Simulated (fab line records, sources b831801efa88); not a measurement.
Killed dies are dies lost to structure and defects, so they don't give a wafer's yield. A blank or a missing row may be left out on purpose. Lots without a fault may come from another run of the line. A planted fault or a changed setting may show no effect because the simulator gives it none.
fab line records | flow gf180mcu
record lots=10 wafers=30 last_day=34
route steps=602 shown M2@379 V2@384 V3@443
lots that met no fault: from a run of the same line without faults
start_h: hours from the record's first day to the start of the lot's first wafer shown | wait_h: hours since the lot's step before | " the same as in the row above | L1.1+2: a row that stands for several wafers | - no value, or no start given | * or withheld: withheld | < > ~ a bound
route shown NAME@n: a module of which the file shows steps, and the number in the route of the first | usual: mean/standard deviation of fault-free wafers | same: alike in all rows | chamber/n: place in a boat | sites: the reading at each site | _std_site: their standard deviation | _edge_site: outer sites' mean less inner sites' | radius_mm: how far each site lies from the wafer's centre | mask NAME#n: copy n | behind: the tool/chamber that last shaped the wafer | hold: why the lot was held/for how many hours/how that ended | device: the transistor (n, p or np) that didn't switch | end of line: the same wafers' tests at the end of the route | a step without rows: its recipe alone | killed: dies lost to structure and defects at the first sort, not the wafer's yield | map: a wafer's dies, x killed, . not, _ none there
set.NAME: the setting as run; set.NAME@STEP: as run at that earlier step | model.NAME: the simulator's own value behind a step, which no gauge read
steps of the route over a sample of lots; a table a step, a row a wafer
services: from which hour (start_h, from the record's first day; less than 0 if before it) a tool's chamber was out of use, for how many hours, and why
## steps
# step GF_M2_STRIP_17
# recipe chemistry=O2/N2 power_w=1400 pressure_mtorr=1500 platen_temp_c=250 o2_flow_sccm=3000 n2_flow_sccm=300 overash_fraction=0.5
# usual chamber_pressure_mTorr=1500.0/1.3 drypump_motor_current_A=5.8/0.37 heater_power_w=317/39 oes_product_au=0.538/0.0048 strip_time_to_endpoint_s=7.39/0.042
# columns lot.wafer tool chamber start_h wait_h chamber_pressure_mTorr drypump_motor_current_A heater_power_w oes_product_au rf_hours_counter_h strip_time_to_endpoint_s
L755.2 plasma_asher-04 0 433.45 0.2 1498.8 5.9 391 0.530 35 7.33
L755.4 " 1 " " 1502.4 6.3 289 0.530 - 7.37
L755.5 " 1 " " 1498.4 6.3 297 0.534 - 7.37
L756.1 plasma_asher-02 1 443.48 0.2 1499.1 5.5 297 0.534 76 7.35
L756.2 " 0 " " 1499.3 6.2 341 0.527 76 7.40
L756.6 " 1 " " 1500.8 5.5 285 0.545 - 7.39
L758.3 plasma_asher-04 0 465.11 0.1 1501.0 5.8 376 0.535 - 7.40
L758.4 " 1 " " 1501.5 6.3 286 0.540 - 7.39
L758.6 " 0 " " 1498.5 5.9 380 0.546 - 7.44
L761.1 plasma_asher-04 1 493.15 0.1 1502.3 6.2 290 0.539 41 7.39
L761.2 " 0 " " 1501.2 5.8 377 0.540 41 7.39
L761.3 " 0 " " 1500.3 5.8 396 0.533 - 7.40
L762.1 plasma_asher-02 0 503.02 0.1 1498.7 6.2 339 0.535 82 7.42
L762.3 " 0 " " 1500.4 6.2 330 0.533 - 7.41
L762.6 " 0 " " 1499.7 6.2 332 0.534 - 7.44
L763.1 plasma_asher-01 1 513.00 0.1 1498.3 5.5 299 0.538 8 7.45
L763.2 " 0 " " 1500.4 5.3 281 0.531 8 7.43
L763.6 " 0 " " 1497.3 5.3 285 0.542 - 7.44
L764.3 plasma_asher-04 1 525.57 0.1 1501.0 6.3 289 0.540 - 7.35
L764.4 " 0 " " 1499.5 5.8 385 0.533 - 7.43
L764.5 " 0 " " 1498.7 5.9 387 0.546 - 7.47
L772.1 plasma_asher-04 0 588.04 0.1 1499.7 5.9 389 0.535 52 7.35
L772.3 " 1 " " 1503.2 6.3 295 0.546 - 7.38
L772.4 " 0 " " 1500.1 5.9 394 0.536 - 7.42
L777.2 plasma_asher-02 0 620.58 0.1 1501.4 6.2 330 0.544 94 7.35
L777.4 " 1 " " 1499.6 5.5 286 0.536 - 7.37
L777.5 " 0 " " 1499.5 6.2 339 0.534 - 7.31
L778.4 plasma_asher-01 0 622.90 0.1 1500.9 5.3 288 0.538 - 7.39
L778.5 " 0 " " 1498.4 5.3 288 0.544 - 7.43
L778.6 " 1 " " 1499.2 5.5 285 0.537 - 7.40
# step GF_V2_CVD_02
# recipe material=SiO2 target_thk_nm=850 precursor=TEOS temp_c=400 time_s=94.851 rf_w=600
# usual heater_power_w=704/120 susceptor_temp_C=399.99/0.24
# columns lot.wafer tool chamber start_h wait_h heater_power_w susceptor_temp_C
L755.2 pecvd-01 1 434.23 0.0 685 399.77
L755.4 " 2 " " 626 400.25
L755.5 " 0 " " 723 400.48
L756.1 pecvd-02 2 444.15 0.1 762 399.57
L756.2 " 1 " " 927 400.07
L756.6 " 2 " " 781 399.35
L758.3 pecvd-03 0 466.14 0.0 728 400.05
L758.4 " 1 " " 736 399.85
L758.6 " 0 " " 612 400.61
L761.1 pecvd-02 0 493.83 0.1 649 400.22
L761.2 " 1 " " 932 400.01
L761.3 " 2 " " 702 399.62
L762.1 pecvd-03 0 503.72 0.1 665 399.91
L762.3 " 1 " " 640 399.97
L762.6 " 0 " " 729 399.75
L763.1 pecvd-03 0 513.66 0.1 648 399.80
L763.2 " 2 " " 552 399.72
L763.6 " 0 " " 713 400.00
L764.3 pecvd-02 0 526.23 0.0 645 399.77
L764.4 " 1 " " 980 400.12
L764.5 " 2 " " 744 400.21
L772.1 pecvd-02 0 588.75 0.1 587 399.71
L772.3 " 2 " " 686 399.72
L772.4 " 0 " " 634 399.91
L777.2 pecvd-02 2 621.30 0.0 703 400.19
L777.4 " 1 " " 912 400.26
L777.5 " 0 " " 619 400.24
L778.4 pecvd-03 0 623.60 0.1 715 400.30
L778.5 " 1 " " 624 400.21
L778.6 " 2 " " 523 399.47
# step GF_V2_CVD_23
# recipe material=W target_thk_nm=350 time_s=104.94 temp_c=400 pressure_torr=40
# usual heater_power_w=769/92 susceptor_temp_C=400.06/0.25
# columns lot.wafer tool chamber start_h wait_h heater_power_w susceptor_temp_C
L755.2 cvd_w-01 1 460.15 0.0 732 400.12
L755.4 " 1 " " 741 400.31
L755.5 " 1 " " 743 400.01
L756.1 cvd_w-02 1 469.77 0.0 788 399.73
L756.2 " 0 " " 670 399.80
L756.6 " 1 " " 793 400.04
L758.3 cvd_w-01 1 491.30 0.1 741 400.09
L758.4 " 0 " " 915 400.32
L758.6 " 1 " " 749 399.84
L761.1 cvd_w-01 1 518.66 0.0 770 400.14
L761.2 " 0 " " 933 400.08
L761.3 " 0 " " 893 400.31
L762.1 cvd_w-01 1 528.63 0.0 742 399.95
L762.3 " 0 " " 910 400.13
L762.6 " 1 " " 741 400.08
L763.1 cvd_w-01 1 538.19 0.0 753 400.02
L763.2 " 0 " " 1020 418.01
L763.6 " 0 " " 1032 417.92
L764.3 cvd_w-01 1 550.80 0.1 745 399.92
L764.4 " 0 " " 1027 417.99
L764.5 " 1 " " 750 400.39
L772.1 cvd_w-02 1 610.90 0.0 807 399.93
L772.3 " 0 " " 657 399.96
L772.4 " 1 " " 771 399.83
L777.2 cvd_w-02 0 642.89 0.0 652 400.62
L777.4 " 1 " " 810 400.12
L777.5 " 1 " " 779 400.34
L778.4 cvd_w-02 1 644.92 0.0 812 400.24
L778.5 " 1 " " 792 400.21
L778.6 " 0 " " 652 399.97
# step GF_V2_RS_MEAS_24
# recipe thk_meas_gauge=four-point-probe reads=W_of_V2_CVD_23+TiN_of_V2_SPUTTER_22+Ti_of_V2_SPUTTER_21
# usual V2_W_RS=0.3279/0.003
# columns lot.wafer tool chamber start_h wait_h V2_W_RS[ohm/sq]
L755.2 film_metro-01 - 460.28 0.1 0.3197
L755.4 " - " " 0.3220
L755.5 " - " " 0.3229
L756.1 film_metro-04 - 469.88 0.1 0.3285
L756.2 " - " " 0.3303
L756.6 " - " " 0.3323
L758.3 film_metro-04 - 491.42 0.1 0.3256
L758.4 " - " " 0.3326
L758.6 " - " " 0.3283
L761.1 film_metro-03 - 518.78 0.1 0.3285
L761.2 " - " " 0.3287
L761.3 " - " " 0.3260
L762.1 film_metro-03 - 528.74 0.1 0.3231
L762.3 " - " " 0.3288
L762.6 " - " " 0.3237
L763.1 film_metro-01 - 538.31 0.1 0.3218
L763.2 " - " " 0.2359
L763.6 " - " " 0.2407
L764.3 film_metro-04 - 550.92 0.1 0.3257
L764.4 " - " " 0.2383
L764.5 " - " " 0.3264
L772.1 film_metro-03 - 611.01 0.1 0.3280
L772.3 " - " " 0.3264
L772.4 " - " " 0.3255
L777.2 film_metro-04 - 643.02 0.1 0.3342
L777.4 " - " " 0.3290
L777.5 " - " " 0.3287
L778.4 film_metro-03 - 645.06 0.1 0.3263
L778.5 " - " " 0.3287
L778.6 " - " " 0.3316
# step GF_V2_THK_MEAS_25
# recipe thk_meas_gauge=xrf reads=W_of_V2_CVD_23
# usual V2_W_THK=354/4.1
# columns lot.wafer tool chamber start_h wait_h V2_W_THK[nm]
L755.2 film_metro-01 - 460.39 0.1 368
L755.4 " - " " 365
L755.5 " - " " 363
L756.1 film_metro-04 - 470.00 0.1 355
L756.2 " - " " 358
L756.6 " - " " 355
L758.3 film_metro-04 - 491.52 0.1 361
L758.4 " - " " 351
L758.6 " - " " 356
L761.1 film_metro-03 - 518.90 0.1 349
L761.2 " - " " 350
L761.3 " - " " 351
L762.1 film_metro-03 - 528.86 0.1 355
L762.3 " - " " 352
L762.6 " - " " 356
L763.1 film_metro-01 - 538.43 0.1 361
L763.2 " - " " 496
L763.6 " - " " 487
L764.3 film_metro-04 - 551.02 0.1 358
L764.4 " - " " 491
L764.5 " - " " 356
L772.1 film_metro-03 - 611.13 0.1 350
L772.3 " - " " 351
L772.4 " - " " 353
L777.2 film_metro-04 - 643.13 0.1 347
L777.4 " - " " 355
L777.5 " - " " 357
L778.4 film_metro-03 - 645.15 0.1 352
L778.5 " - " " 352
L778.6 " - " " 345
# step GF_V2_CMP_26
# recipe stop_on=SiO2 down_force_psi=3.5 platen_rpm=60 t_overpolish_s=15 target_thk_nm=0 pad_velocity_m_s=0.94248
# usual motor_current_A=10.9/0.9 time_to_endpoint_s=83.6/2.9
# columns lot.wafer tool chamber start_h wait_h motor_current_A time_to_endpoint_s
L755.4 cmp-01 3 460.49 0.1 10.8 87.8
L755.2 " 0 " " 9.9 80.8
L755.5 " 3 " " 11.0 86.7
L756.2 cmp-02 3 470.06 0.0 9.8 82.1
L756.1 " 1 " " 11.1 82.1
L756.6 " 0 " " 11.3 82.3
L758.4 cmp-01 3 491.56 0.0 10.4 86.4
L758.3 " 0 " " 10.2 83.4
L758.6 " 3 " " 10.1 89.5
L761.2 cmp-01 3 519.01 0.1 10.2 85.9
L761.3 " 0 " " 9.7 83.6
L761.1 " 1 " " 10.5 85.9
L762.3 cmp-01 3 528.92 0.0 10.7 83.0
L762.1 " 2 " " 11.0 82.2
L762.6 " 0 " " 9.7 83.5
L763.1 cmp-01 0 538.54 0.1 9.9 80.4
L763.2 " 1 " " 11.0 115.2
L763.6 " 0 " " 9.9 106.3
L764.4 cmp-02 0 551.11 0.1 10.9 111.4
L764.3 " 2 " " 12.2 82.2
L764.5 " 0 " " 11.3 81.6
L772.1 cmp-02 0 611.19 0.1 11.0 85.7
L772.4 " 2 " " 13.1 88.0
L772.3 " 3 " " 9.8 86.8
L777.2 cmp-01 3 643.18 0.0 10.6 81.4
L777.4 " 2 " " 11.6 78.7
L777.5 " 3 " " 10.5 84.2
L778.4 cmp-01 2 645.28 0.1 11.1 80.8
L778.6 " 0 " " 9.7 78.6
L778.5 " 1 " " 10.8 82.2
# step GF_V3_CD_MEAS_14
# recipe target_cd_nm=260
# usual cd_nm=259.7/1.4
# columns lot.wafer tool chamber start_h wait_h cd_nm
L755.2 cd_sem-01 - 509.46 0.1 259.8
L755.4 " - " " 259.5
L755.5 " - " " 259.7
L756.1 cd_sem-02 - 519.12 0.1 257.4
L756.2 " - " " 256.9
L756.6 " - " " 257.7
L758.3 cd_sem-01 - 539.53 0.1 260.8
L758.4 " - " " 260.0
L758.6 " - " " 259.3
L761.1 cd_sem-01 - 566.24 0.1 258.7
L761.2 " - " " 258.8
L761.3 " - " " 257.7
L762.1 cd_sem-01 - 575.46 0.1 260.4
L762.3 " - " " 261.2
L762.6 " - " " 259.9
L763.1 cd_sem-02 - 584.42 0.1 261.4
L763.2 " - " " 263.2
L763.6 " - " " 262.6
L764.3 cd_sem-02 - 597.38 0.1 259.7
L764.4 " - " " 258.8
L764.5 " - " " 259.0
L772.1 cd_sem-01 - 652.94 0.1 259.5
L772.3 " - " " 259.7
L772.4 " - " " 258.8
L777.2 cd_sem-02 - 683.09 0.1 258.5
L777.4 " - " " 259.5
L777.5 " - " " 261.4
L778.4 cd_sem-01 - 685.72 0.1 258.9
L778.5 " - " " 259.1
L778.6 " - " " 258.4
## services
# columns tool chamber start_h hours kind
cmp-01 - 415.89 0.4 repair
cvd_w-02 1 421.71 1.7 repair
cmp-01 - 422.46 5.7 repair
pecvd-03 0 422.61 5.5 repair
plasma_asher-02 - 424.56 1.4 repair
pecvd-02 - 430.69 0.5 repair
cmp-01 - 437.57 3.2 repair
pecvd-03 1 442.61 5.9 repair
cmp-02 - 445.51 0.3 repair
cmp-02 - 460.01 1.3 repair
pecvd-03 1 505.21 6.4 repair
cvd_w-02 1 523.07 10.2 repair
pecvd-02 - 533.40 28.1 pm
cmp-01 - 546.27 0.3 repair
cmp-01 - 550.51 2.6 repair
cvd_w-01 - 569.70 1.0 repair
cmp-02 - 572.00 4.0 pm
cmp-02 - 573.46 1.5 repair
plasma_asher-02 - 584.63 4.5 repair
pecvd-03 - 591.12 14.0 pm
cvd_w-01 - 607.92 1.1 repair
cmp-02 - 620.52 3.0 pm
cmp-01 - 633.70 5.7 pm
pecvd-03 - 640.07 4.9 repair
## key
first_sign step=GF_V2_CVD_23 reading=susceptor_temp_C direction=up sigmas=71 usual=* struck=*
effect step=GF_V2_RS_MEAS_24 reading=V2_W_RS direction=down sigmas=30 usual=0.3279 struck=0.2383
effect step=GF_V2_THK_MEAS_25 reading=V2_W_THK direction=up sigmas=34 usual=354 struck=491
effect step=GF_V2_CMP_26 reading=time_to_endpoint_s direction=up sigmas=9.4 usual=* struck=*
met_at GF_V2_CVD_23
struck_lots L763,L764
struck_wafers L763.2,L763.6,L764.4
not_acting_at GF_M2_STRIP_17,GF_V2_CVD_02,GF_V3_CD_MEAS_14
onset_between 528.63 538.19
fault kind=process_parameter_drift tool=cvd_w-01 chamber=0 onset_h=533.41 steps=GF_V2_CVD_23 channel=temp_c offset=* shape=step end_h=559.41 acts_in=* stated=*
